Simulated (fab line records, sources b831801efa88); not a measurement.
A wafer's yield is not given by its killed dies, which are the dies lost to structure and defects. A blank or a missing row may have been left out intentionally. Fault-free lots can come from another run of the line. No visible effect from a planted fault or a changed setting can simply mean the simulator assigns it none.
Problem report in the 8D (eight disciplines) form, filled by code    flow gf180mcu    the parts of the form that need people (team, actions taken, sign-off) are left out

== 1. PROBLEM STATEMENT ==
tilt_deg at GF_VT_IMPLANT_IMPLANT_19 reads a mean of 7.665 degrees on 6 wafers of 2 lots; wafers without a fault read 7.002 degrees with a standard deviation of 0.019. Relative to the usual mean, that is a shift of +35 standard deviations.
Seen first at day 9 04:52 on implanter-01, wafer L995.2. The record has a number at this step for 42 wafers belonging to 14 lots. Rule for "out" (also "out of limits"): further than 4 standard deviations from the usual mean. The other wafers with a number count as sound.

== 2. WHAT IT IS, WHAT IT ISN'T ==
question                     is                      is not
which readings at this step  tilt_deg                faraday_current_uA
which lots                   L995, L996              L101, L103, L105, L106, L107, L984, L985, L987, L989, L990, L991, L994
which wafers of those lots   all that have a number  -
read on which tools          implanter-01            implanter-03, implanter-04
when                         from day 9 04:52        up to then (21 sound wafers); but 15 sound wafers of L101, L103, L105, L106, L107 came after

== 3. SUSPECTS, AND WHAT RULES EACH OUT ==
Counting: a tool at any process step up to the reading remains a suspect when it ran all the lots that are out and ran no sound lot after the first of those.
- implanter-01 at GF_VT_IMPLANT_IMPLANT_19: ruled out as a lasting fault. The sound lots L106 went through it after L995, its earliest lot that is out (day 9 04:52).
Left after counting: nothing in the record.

== 4. THE CAUSE (what the simulator had put in) ==
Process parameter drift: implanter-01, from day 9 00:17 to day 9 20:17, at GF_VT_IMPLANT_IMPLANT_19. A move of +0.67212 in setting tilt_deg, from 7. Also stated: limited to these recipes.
Counting ruled it out, wrongly.

== 5. THE EFFECT CHAIN, in route order ==
Rows list readings where the struck wafers' mean (over those with a number) sits beyond 3 standard deviations from the usual. Scope: only readings with a usual standard deviation given in the record; hours: median across lots of the time from each lot's start at the first step in this table that gives one to its start at this step; sigmas: change in usual standard deviations.
hours  step                      reading   usual          on struck wafers  change  sigmas
0      GF_VT_IMPLANT_IMPLANT_19  tilt_deg  7.002 degrees  7.665             +0.663  +35
The process steps in it:
- GF_VT_IMPLANT_IMPLANT_19

== 6. WHAT WOULD HAVE CAUGHT IT SOONER ==
In this record no reading fell out of limits until day 9 04:52, 5 hours after the fault had begun at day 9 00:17.
